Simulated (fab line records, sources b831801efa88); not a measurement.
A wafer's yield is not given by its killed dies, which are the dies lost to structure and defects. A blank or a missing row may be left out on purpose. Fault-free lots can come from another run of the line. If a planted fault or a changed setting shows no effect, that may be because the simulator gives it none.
One fault through the eyes of 2 desks + flow gf180mcu + numbers are kept per desk, each desk with only its own; the story behind them comes last

AT THE METROLOGY DESK
Means of the sampled wafers that have a number, per lot and without regard to the tool the lot ran on: this is what the gauges read. The brackets show how far a lot's mean lies from the usual mean; more than 4 standard deviations puts the lot out of limits, marked OUT.
Columns: A = VT_IMPLANT_OVL at GF_VT_IMPLANT_OVL_MEAS_07, usual 0.1 nm
| lot  | first seen here | A    |
|------|-----------------|------|
| L334 | day 6 09:35     | -0.6 |
| L335 | day 6 17:11     | -0.3 |
| L336 | day 6 21:10     | -0.7 |
| L337 | day 7 07:07     | 0.2  |
| L339 | day 7 18:10     | -1.1 |
| L342 | day 8 10:25     | 1.1  |
| L343 | day 8 21:50     | -0.0 |
| L344 | day 8 23:22     | -0.3 |
| L346 | day 9 13:28     | -0.4 |
| L347 | day 9 16:17     | 2.0  |
| L348 | day 9 23:17     | 1.9  |
| L351 | day 10 19:07    | -0.8 |
| L354 | day 11 11:17    | -0.2 |
Result from this desk: across the 13 lots, nothing is out of limits.

DESK OF THE TOOL OWNER: plasma-asher-02
The tool's own readings at GF_DUAL_GATE_STRIP_13 (strips in O2/N2): means of the sampled wafers that have a number, for each lot that ran on this tool. The brackets show how far a lot's mean lies from the usual mean; more than 4 standard deviations puts the lot out of limits, marked OUT.
Columns: A = drypump-motor-current-A at GF_DUAL_GATE_STRIP_13, usual 5.8 A; B = heater-power-w at GF_DUAL_GATE_STRIP_13, usual 329 W; C = oes-product-au at GF_DUAL_GATE_STRIP_13, usual 0.717 a.u.; D = strip-time-to-endpoint-s at GF_DUAL_GATE_STRIP_13, usual 12.68 s
| lot  | first seen here | A   | B   | C                | D     |
|------|-----------------|-----|-----|------------------|-------|
| L335 | day 9 13:17     | 5.9 | 326 | 0.712            | 12.70 |
| L337 | day 10 04:36    | 5.9 | 324 | 0.720            | 12.71 |
| L342 | day 11 10:48    | 5.9 | 332 | 0.712            | 12.65 |
| L343 | day 12 01:18    | 5.9 | 327 | 0.717            | 12.74 |
| L346 | day 12 18:09    | 6.0 | 338 | 0.756 (+7.8) OUT | 12.62 |
| L347 | day 12 20:25    | 6.0 | 341 | 0.760 (+8.6) OUT | 12.69 |
This desk finds L346, L347 out of limits, L346 being first, at day 12 18:09 (oes-product-au at GF_DUAL_GATE_STRIP_13). L335, L337, L342, L343: within limits.

ALL TOGETHER
An alarm could have come from the tool owner's desk at day 12 18:09, on L346, L347.
From the metrology desk's view, nothing was out of limits.
The metrology desk holds a record of L346, L347, inside its limits.
The lots listed all ran GF_DUAL_GATE_STRIP_13 on plasma-asher-02.

WHAT HAD BEEN PUT IN BY THE SIMULATOR
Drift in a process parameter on plasma-asher-02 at GF_DUAL_GATE_STRIP_13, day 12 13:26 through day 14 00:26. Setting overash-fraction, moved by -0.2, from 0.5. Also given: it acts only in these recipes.
Struck lots among those shown: L346, L347.
Each desk's first reading out of limits, in hours after the fault started: the tool owner's desk, 5.
